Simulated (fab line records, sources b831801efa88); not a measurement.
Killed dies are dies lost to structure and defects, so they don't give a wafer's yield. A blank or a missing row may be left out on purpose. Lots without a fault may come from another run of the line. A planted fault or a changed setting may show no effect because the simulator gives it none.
One fault seen from 2 desks | flow sky130 | each desk has only its own numbers; what lay behind them comes last

THE TOOL OWNER'S DESK: furnace-02
The tool's own readings at SKY_SONOS_ONO_OXIDATION_00 (stabilise 600 s, purge 300 s, target thk 2.6 nm): means of the sampled wafers that have a number, for each lot that ran on this tool. A lot is out of limits, marked OUT, if its mean lies more than 4 standard deviations from the usual mean; the brackets give that distance. Of its 8 readings 7 are shown: the one that was out of limits first, and those that lie furthest out on some lot.
Columns: A = spike_tc_bottom_C at SKY_SONOS_ONO_OXIDATION_00, usual 815 C; B = spike_tc_centre_C at SKY_SONOS_ONO_OXIDATION_00, usual 800.0 C; C = spike_tc_lower_C at SKY_SONOS_ONO_OXIDATION_00, usual 801.3 C; D = spike_tc_top_C at SKY_SONOS_ONO_OXIDATION_00, usual 810 C; E = spike_tc_upper_C at SKY_SONOS_ONO_OXIDATION_00, usual 799.3 C; F = tube_center_temp_C at SKY_SONOS_ONO_OXIDATION_00, usual 800 C; G = tube_center_temp_C_max at SKY_SONOS_ONO_OXIDATION_00, usual 802.1
lot  | first seen here | A              | B               | C               | D              | E               | F                     | G
L473 | day 12 05:41    | 811            | 801.2           | 800.7           | 806            | 800.4           | 800                   | 801.9
L474 | day 12 10:25    | 811            | 799.9           | 800.2           | 805            | 800.5           | 800                   | 802.1
L475 | day 13 07:54    | 810            | 800.2           | 800.3           | 804            | 800.6           | 800                   | 802.2
L479 | day 14 08:00    | 792 (-5.8) OUT | 783.8 (-12) OUT | 782.1 (-14) OUT | 788 (-5.6) OUT | 782.7 (-11) OUT | 782 (-99 or more) OUT | 783.9 (-57) OUT
L481 | day 15 05:43    | 793 (-5.6) OUT | 782.5 (-13) OUT | 782.2 (-14) OUT | 788 (-5.7) OUT | 783.0 (-11) OUT | 782 (-99 or more) OUT | 783.7 (-58) OUT
L490 | day 18 06:10    | 811            | 801.7           | 800.2           | 805            | 800.9           | 800                   | 801.8
L491 | day 18 09:01    | 811            | 800.9           | 799.6           | 805            | 800.6           | 800                   | 802.1
This desk's finding: out of limits on L479, L481; first on L479, day 14 08:00 (spike_tc_bottom_C at SKY_SONOS_ONO_OXIDATION_00). In limits: L473, L474, L475, L490, L491.

THE METROLOGY DESK
What the gauges read, lot by lot, whatever tool the lot ran on: means of the sampled wafers that have a number. A lot is out of limits, marked OUT, if its mean lies more than 4 standard deviations from the usual mean; the brackets give that distance.
Columns: A = VT_ADJUST_HVTR_TW at SKY_VT_ADJUST_HVTR_TW_MEAS_11, usual 210.0; B = SONOS_ONO_OXIDATION_THK at SKY_SONOS_ONO_THK_MEAS_01, usual 2.61 nm
lot  | first seen here | A     | B
L473 | day 10 05:06    | 210.5 | 2.55
L474 | day 10 10:56    | 208.9 | 2.57
L475 | day 11 04:29    | 210.6 | 2.67
L479 | day 12 05:55    | 210.8 | 1.99 (-11) OUT
L481 | day 12 23:53    | 209.9 | 1.97 (-11) OUT
L486 | day 14 09:50    | 210.2 | 2.63
L488 | day 15 02:02    | 209.3 | 2.63
L489 | day 15 13:35    | 209.4 | 2.61
L490 | day 15 20:14    | 209.0 | 2.67
L491 | day 15 22:08    | 210.7 | 2.65
L493 | day 16 13:27    | 209.0 | 2.61
This desk's finding: out of limits on L479, L481; first on L479, day 14 09:22 (SONOS_ONO_OXIDATION_THK at SKY_SONOS_ONO_THK_MEAS_01). In limits: L473, L474, L475, L486, L488, L489, L490, L491, L493.

PUT TOGETHER
The tool owner's desk could have raised an alarm at day 14 08:00, on L479, L481.
The metrology desk could have raised an alarm at day 14 09:22, on L479, L481.
Of the lots named, all ran SKY_SONOS_ONO_OXIDATION_00 on furnace-02.

WHAT THE SIMULATOR HAD PUT IN
Process parameter drift: furnace-02, from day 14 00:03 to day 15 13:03, at SKY_SONOS_ONO_OXIDATION_00. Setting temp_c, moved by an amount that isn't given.
Lots struck among those shown: L479, L481.
Hours from the fault's start to each desk's first reading out of limits: the tool owner's desk, 8; the metrology desk, 9.
